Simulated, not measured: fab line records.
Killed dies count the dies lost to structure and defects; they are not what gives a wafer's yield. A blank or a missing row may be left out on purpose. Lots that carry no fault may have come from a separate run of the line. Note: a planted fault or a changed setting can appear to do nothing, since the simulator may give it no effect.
A single fault, viewed from 2 desks / flow gf180mcu / every desk sees just its own numbers, and what lay behind them comes last

## THE TOOL OWNER'S DESK: rieDiel-01
The tool's own readings at GF_PASSIVATION_ETCH_11 (etches the open film in CF4/O2, stops on TiN, target depth 2040 nm, time 453.3 s): means of the sampled wafers that have a number, for each lot that ran on this tool. A lot is out of limits, marked OUT, if its mean lies more than 4 standard deviations from the usual mean; the brackets give that distance.
Columns: A = O2_flow_sccm at GF_PASSIVATION_ETCH_11, usual 10.00 sccm; B = biasW at GF_PASSIVATION_ETCH_11, usual 150.0 W; C = drypumpMotorCurrentA at GF_PASSIVATION_ETCH_11, usual 6.0 A; D = oesProductAu at GF_PASSIVATION_ETCH_11, usual 0.991 a.u.; E = throttleValvePct at GF_PASSIVATION_ETCH_11, usual 5.968 %
lot=L834; first seen here=day 30 20:26; A=10.00; B=150.5; C=6.2; D=0.986; E=5.960
lot=L837; first seen here=day 31 05:35; A=9.99; B=150.0; C=6.3; D=0.995; E=5.968
lot=L838; first seen here=day 31 17:15; A=10.04; B=149.9; C=6.3; D=0.992; E=5.968
lot=L844; first seen here=day 33 01:09; A=10.02; B=150.3; C=6.2; D=0.992; E=5.967
lot=L850; first seen here=day 34 16:51; A=9.98; B=150.3; C=6.1; D=0.995; E=5.972
lot=L852; first seen here=day 34 22:27; A=9.98; B=150.0; C=6.0; D=0.998; E=5.983
This desk's finding: nothing out of limits on any of the 6 lots.

## AT THE METROLOGY DESK
Means of the sampled wafers that have a number, per lot and without regard to the tool the lot ran on: this is what the gauges read. A lot is out of limits, marked OUT, if its mean lies more than 4 standard deviations from the usual mean; the brackets give that distance.
Columns: A = M5_OVL at GF_M5_OVL_MEAS_08, usual -1 nm; B = cdNm at GF_V5_CD_MEAS_14, usual 259.8 nm
lot=L835; first seen here=day 27 23:40; A=-2; B=259.5
lot=L834; first seen here=day 28 06:28; A=12; B=259.1
lot=L836; first seen here=day 28 10:35; A=-1; B=259.7
lot=L837; first seen here=day 28 15:19; A=-3; B=260.4
lot=L838; first seen here=day 29 05:19; A=0; B=258.2
lot=L839; first seen here=day 29 21:43; A=6; B=259.0
lot=L842; first seen here=day 30 00:50; A=-2; B=260.3
lot=L841; first seen here=day 30 02:20; A=1; B=258.9
lot=L844; first seen here=day 30 16:46; A=-4; B=259.2
lot=L850; first seen here=day 32 12:47; A=-2; B=261.3
lot=L852; first seen here=day 32 17:55; A=4; B=258.7
lot=L854; first seen here=day 33 05:11; A=3; B=258.9
This desk's finding: nothing out of limits on any of the 12 lots.

## BROUGHT TOGETHER
The desk of the tool owner found nothing out of limits.
At the metrology desk, nothing out of limits was observed.

## WHAT THE SIMULATOR HAD INSERTED
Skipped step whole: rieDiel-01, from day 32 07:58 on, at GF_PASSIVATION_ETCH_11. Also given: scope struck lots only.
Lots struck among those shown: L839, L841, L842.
